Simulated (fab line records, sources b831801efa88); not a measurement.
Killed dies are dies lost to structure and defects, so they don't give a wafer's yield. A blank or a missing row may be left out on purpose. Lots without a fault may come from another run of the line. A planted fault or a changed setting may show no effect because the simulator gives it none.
Which tool did it? | flow sky130 | 14 lots, 42 wafers sampled, at 5 steps of a route of 708

WHAT THE GAUGES READ, wafer by wafer
SKY_PWDE_OVL_MEAS_07.
lot  | measured    | on         | PWDE_OVL (nm)
L338 | day 3 21:10 | overlay-01 | -1.2 -0.6 -1.9
L339 | day 4 03:27 | overlay-02 | 1.7 1.3 1.3
L340 | day 4 05:52 | overlay-01 | -1.9 0.1 -1.4
L344 | day 5 15:19 | overlay-02 | 1.5 1.4 0.7
L346 | day 5 19:15 | overlay-02 | -2.5 -3.2 -2.9
L347 | day 5 23:40 | overlay-01 | 0.6 0.7 0.5
L349 | day 6 13:43 | overlay-01 | -1.3 1.0 -0.9
L350 | day 6 18:21 | overlay-02 | 0.4 -0.4 0.5
L351 | day 7 00:36 | overlay-02 | 1.1 1.5 1.0
L354 | day 7 10:54 | overlay-01 | 1.9 1.5 1.8
L355 | day 7 22:34 | overlay-02 | -1.6 -2.3 -1.7
L359 | day 8 21:21 | overlay-02 | -0.4 0.4 -1.1
L360 | day 9 04:07 | overlay-01 | -2.6 -3.7 -4.3
L361 | day 9 11:01 | overlay-01 | -0.1 0.1 -0.3

SKY_VT_ADJUST_NCORE_OVL_MEAS_08.
lot  | measured     | on         | VT_ADJUST_NCORE_OVL (nm)
L338 | day 8 10:59  | overlay-01 | -0.5 -1.9 0.2
L339 | day 8 22:26  | overlay-01 | -1.3 -1.8 -2.0
L340 | day 8 23:46  | overlay-01 | -1.6 -2.1 -2.0
L344 | day 10 19:53 | overlay-01 | -0.6 -1.0 -2.1
L346 | day 10 23:46 | overlay-01 | -0.4 1.0 -0.1
L347 | day 11 04:41 | overlay-01 | 0.2 0.8 0.0
L349 | day 11 22:47 | overlay-02 | -2.4 -0.3 -2.9
L350 | day 12 06:50 | overlay-02 | 3.1 1.6 1.8
L351 | day 12 15:16 | overlay-01 | 2.0 3.0 1.1
L354 | day 13 01:19 | overlay-01 | -0.9 0.1 0.9
L355 | day 13 17:05 | overlay-02 | 0.5 1.7 2.9
L359 | day 14 22:43 | overlay-01 | -1.3 -1.6 -0.7
L360 | day 15 06:14 | overlay-02 | -1.9 -0.4 -0.7
L361 | day 15 14:53 | overlay-01 | 0.1 0.7 0.1

SKY_LDD_LDN_TW_MEAS_13.
lot  | measured     | on            | LDD_LDN_TW
L338 | day 22 13:27 | film_metro-04 | 1487 1487 1496
L339 | day 23 02:50 | film_metro-03 | 1483 1491 1484
L340 | day 23 14:50 | film_metro-02 | 1487 1489 1487
L344 | day 25 16:59 | film_metro-02 | 1476 1483 1478
L346 | day 25 21:11 | film_metro-03 | 1465 1464 1467
L347 | day 26 07:08 | film_metro-02 | 1487 1492 1493
L349 | day 27 18:24 | film_metro-03 | 1483 1478 1477
L350 | day 27 20:32 | film_metro-03 | 1487 1495 1491
L351 | day 28 00:20 | film_metro-02 | 1478 1487 1480
L354 | day 28 10:47 | film_metro-03 | 1358 1348 1361
L355 | day 29 03:30 | film_metro-03 | 1367 1365 1366
L359 | day 30 10:32 | film_metro-04 | 1496 1490 1482
L360 | day 30 16:48 | film_metro-03 | 1477 1480 1484
L361 | day 30 22:02 | film_metro-04 | 1486 1486 1483

SKY_SD_N_RS_MEAS_18: measures by four-point-probe.
lot  | measured     | on            | RES_XHIGH_RS (ohm/sq)
L338 | day 27 17:19 | film_metro-03 | 330.8 331.2 331.7
L339 | day 28 02:26 | film_metro-03 | 332.1 331.2 332.7
L340 | day 28 14:50 | film_metro-01 | 332.4 333.1 332.0
L344 | day 30 14:28 | film_metro-01 | 332.4 333.1 331.6
L346 | day 30 17:14 | film_metro-04 | 331.1 331.6 330.9
L347 | day 31 04:00 | film_metro-03 | 329.5 330.3 330.1
L349 | day 32 13:12 | film_metro-01 | 332.1 331.5 332.1
L350 | day 32 15:50 | film_metro-03 | 329.8 329.7 330.6
L351 | day 32 18:08 | film_metro-01 | 333.8 332.6 332.5
L359 | day 35 01:53 | film_metro-03 | 333.5 331.7 332.8
L360 | day 35 09:06 | film_metro-01 | 333.3 333.0 332.3
L361 | day 35 12:01 | film_metro-01 | 331.8 331.8 331.4

WHICH TOOL RAN EACH LOT (tool, then ch and the chambers of the sampled wafers, then the start)
lot  | SKY_LDD_LDN_IMPLANT_08
L338 | implanter-04 ch 0, day 22 12:46
L339 | implanter-03 ch 0, day 23 02:08
L340 | implanter-03 ch 0, day 23 14:08
L344 | implanter-03 ch 0, day 25 16:19
L346 | implanter-04 ch 0, day 25 20:29
L347 | implanter-03 ch 0, day 26 06:28
L349 | implanter-04 ch 0, day 27 17:43
L350 | implanter-03 ch 0, day 27 19:50
L351 | implanter-04 ch 0, day 27 23:38
L354 | implanter-03, day 28 10:05
L355 | implanter-01, day 29 02:49
L359 | implanter-01 ch 0, day 30 09:50
L360 | implanter-03 ch 0, day 30 16:07
L361 | implanter-01 ch 0, day 30 21:22
- SKY_LDD_LDN_IMPLANT_08

WHAT THE TOOLS THEMSELVES READ (means of the sampled wafers that have a number; where no wafer has one, the mark that the record gives instead)
SKY_LDD_LDN_IMPLANT_08.
lot  | tool         | beam_energy_keV | beam_on_s (s) | dose_ions_cm2 | rotation_deg (degrees)
L338 | implanter-04 | 15.000          | 9.98          | 1.2495e+13    | 22.962
L339 | implanter-03 | 15.003          | 10.07         | 1.2509e+13    | 22.999
L340 | implanter-03 | 14.996          | 10.07         | 1.2491e+13    | 22.987
L344 | implanter-03 | 15.004          | 10.01         | 1.2498e+13    | 22.987
L346 | implanter-04 | 15.001          | 10.04         | 1.2511e+13    | 23.019
L347 | implanter-03 | 15.000          | 9.91          | 1.2503e+13    | 22.997
L349 | implanter-04 | 15.006          | 10.10         | 1.2506e+13    | 22.973
L350 | implanter-03 | 15.006          | 10.00         | 1.2512e+13    | 23.031
L351 | implanter-04 | 14.999          | 9.97          | 1.2498e+13    | 23.008
L354 | implanter-03 | -               | -             | -             | -
L355 | implanter-01 | -               | -             | -             | -
L359 | implanter-01 | 14.997          | 10.05         | 1.2489e+13    | 23.009
L360 | implanter-03 | 14.997          | 9.94          | 1.2504e+13    | 23.004
L361 | implanter-01 | 15.001          | 9.99          | 1.2528e+13    | 23.004

THE ANSWER, worked out from the rows above alone
Rule: what is usual is taken from the lots themselves. Put in order of their means at a reading, lots are off if they are a third of the lots or fewer, leave a main group of 4 or more, and stand apart from it by a gap of 3 or more times the standard deviation of the main group's means; of several such gaps the widest counts. A main group whose means are all the same, to the digits that the tables above print for the reading, isn't used. A lot without any number at a reading at which 4 lots or more have one is off too. The other lots that the step has rows for count as sound. The gauges are gone through in route order, then the tools' own readings, and for those a lot's mean is taken as printed above. The first step at which some lot is off is used, and at that step the reading that is off furthest; a lot without a number counts as furthest.
Off: L354, L355, at SKY_LDD_LDN_TW_MEAS_13 (LDD_LDN_TW). The main group: mean 1484, standard deviation 7.
A tool fits if, at a process step before that reading, it ran every lot that is off, and no sound lot after the first of them. The gauges at SKY_LDD_LDN_TW_MEAS_13 aren't tried: what is off there is off at SKY_LDD_LDN_IMPLANT_08 too, on other tools, and a gauge's error can't cause that. None of those tried fits.

WHAT THE SIMULATOR HAD PUT IN
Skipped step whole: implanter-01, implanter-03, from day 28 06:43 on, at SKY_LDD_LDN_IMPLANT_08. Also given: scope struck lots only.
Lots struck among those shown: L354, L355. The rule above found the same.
